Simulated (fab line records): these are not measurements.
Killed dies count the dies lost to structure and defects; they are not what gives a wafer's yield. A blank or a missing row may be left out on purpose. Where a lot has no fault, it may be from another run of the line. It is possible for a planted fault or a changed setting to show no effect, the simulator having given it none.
The same fault as seen by 2 desks :: flow sky130 :: what lay behind the numbers comes last; until then each desk has only its own

## TOOL OWNER'S DESK, litho_track-01
The tool's own readings at SKY_RES_XHIGH_DEVELOP_06 (develop time 60 s): means of the sampled wafers that have a number, for each lot that ran on this tool. The brackets show how far a lot's mean lies from the usual mean; more than 4 standard deviations puts the lot out of limits, marked OUT.
Columns: A = chill_plate_temp_C at SKY_RES_XHIGH_DEVELOP_06, usual 22.99 C
lot: L466
first seen here: day 26 23:02
A: 22.78

lot: L474
first seen here: day 29 17:39
A: 23.03

lot: L486
first seen here: day 33 06:00
A: 22.89
This desk found nothing out of limits on any of the 3 lots.

## AT THE METROLOGY DESK
Lot by lot, what the gauges showed, no matter which tool ran the lot: averages of those sampled wafers that carry a number. The brackets show how far a lot's mean lies from the usual mean; more than 4 standard deviations puts the lot out of limits, marked OUT.
Columns: A = RES_XHIGH_TW at SKY_RES_XHIGH_TW_MEAS_09, usual 1644
lot: L466
first seen here: day 26 23:24
A: 1647

lot: L467
first seen here: day 27 04:55
A: 1648

lot: L468
first seen here: day 27 10:48
A: 1645

lot: L469
first seen here: day 27 16:46
A: 1649

lot: L474
first seen here: day 29 18:02
A: 1626

lot: L475
first seen here: day 29 18:39
A: 1638

lot: L476
first seen here: day 29 22:08
A: 1635

lot: L480
first seen here: day 31 12:11
A: 30 (-99 or more) OUT

lot: L481
first seen here: day 31 17:50
A: 30 (-99 or more) OUT

lot: L485
first seen here: day 32 22:15
A: 1647

lot: L486
first seen here: day 33 06:23
A: 1657

lot: L487
first seen here: day 33 16:26
A: 1643

lot: L488
first seen here: day 33 22:09
A: 1649

lot: L489
first seen here: day 34 03:26
A: 1640
Finding of this desk: L480, L481 out of limits, first seen on L480 at day 31 12:11 (RES_XHIGH_TW at SKY_RES_XHIGH_TW_MEAS_09). L466, L467, L468, L469, L474, L475, L476, L485, L486, L487, L488, L489 stayed within limits.

## PUT TOGETHER
At day 31 12:11 the metrology desk could have sounded an alarm, on L480, L481.
The desk of the tool owner found nothing out of limits.
The tool owner's desk has no number on record for L480, L481.
Every lot named ran SKY_RES_XHIGH_DEVELOP_06 on litho_track-01.

## WHAT HAD BEEN PUT IN BY THE SIMULATOR
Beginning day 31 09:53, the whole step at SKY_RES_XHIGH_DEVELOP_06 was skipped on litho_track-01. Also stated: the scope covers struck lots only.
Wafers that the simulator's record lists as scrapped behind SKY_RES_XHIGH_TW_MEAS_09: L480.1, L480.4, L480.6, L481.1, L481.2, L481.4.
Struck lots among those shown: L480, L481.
Time in hours between the start of the fault and the first out-of-limits reading at each desk: metrology desk, 2.
